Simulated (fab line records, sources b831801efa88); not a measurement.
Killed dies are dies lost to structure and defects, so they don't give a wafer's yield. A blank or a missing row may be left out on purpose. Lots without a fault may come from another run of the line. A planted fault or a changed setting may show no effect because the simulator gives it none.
Chamber matching | flow gf180mcu | GF_STI_CMP_25 on cmp-01: 4 sister chambers
The step polishes, stops on Si3N4, t overpolish 33 s, target thk 524.6 nm. 8 wafers are shown with their chamber, then 12 later ones without.

WAFERS WITH THEIR CHAMBER
wafer  | chamber | motor_current_A (A) | time_to_endpoint_s (s)
L083.5 | 2       | 9.9                 | 126
L085.6 | 3       | 12.1                | 130
L090.1 | 2       | 10.0                | 130
L090.4 | 1       | 13.1                | 117
L090.6 | 0       | 10.5                | 130
L091.1 | 3       | 12.0                | 120
L091.2 | 0       | 10.7                | 135
L091.3 | 1       | 12.3                | 117

WAFERS WITHOUT THEIR CHAMBER
wafer  | motor_current_A (A) | time_to_endpoint_s (s)
L093.2 | 12.7                | 120
L093.4 | 10.0                | 124
L093.5 | 12.1                | 120
L094.1 | 12.7                | 116
L094.2 | 12.6                | 120
L094.6 | 12.3                | 119
L095.1 | 10.2                | 126
L095.4 | 12.1                | 116
L095.5 | 12.6                | 119
L097.1 | 12.5                | 124
L097.2 | 9.8                 | 129
L097.5 | 11.9                | 121

WHICH CHAMBER EACH WENT THROUGH
wafer  | from the rows above     | in truth
L093.2 | can't be placed: 1 or 3 | 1
L093.4 | can't be placed: 2 or 0 | 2
L093.5 | can't be placed: 3 or 1 | 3
L094.1 | 1                       | 1
L094.2 | can't be placed: 1 or 3 | 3
L094.6 | can't be placed: 1 or 3 | 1
L095.1 | can't be placed: 2 or 0 | 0
L095.4 | can't be placed: 1 or 3 | 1
L095.5 | can't be placed: 1 or 3 | 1
L097.1 | can't be placed: 3 or 1 | 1
L097.2 | 2                       | 2
L097.5 | can't be placed: 3 or 1 | 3
Placed correctly: 2 of 12. Can't be placed from these rows: 10 (the true chamber is among the candidates in 10). Placed wrongly: 0.
How it was worked out, from the rows above alone: a wafer's distance from a chamber is the root of the sum, over the readings, of the square of ((its reading less the chamber's mean) divided by the reading's scatter). The wafer belongs to the nearest chamber; if the next one is less than 2 further off, it can't be placed. A chamber's mean is the mean of its shown wafers. The scatter: the root of (the sum of the squares of (reading less its chamber's mean) over the shown wafers, divided by (wafers less chambers)).
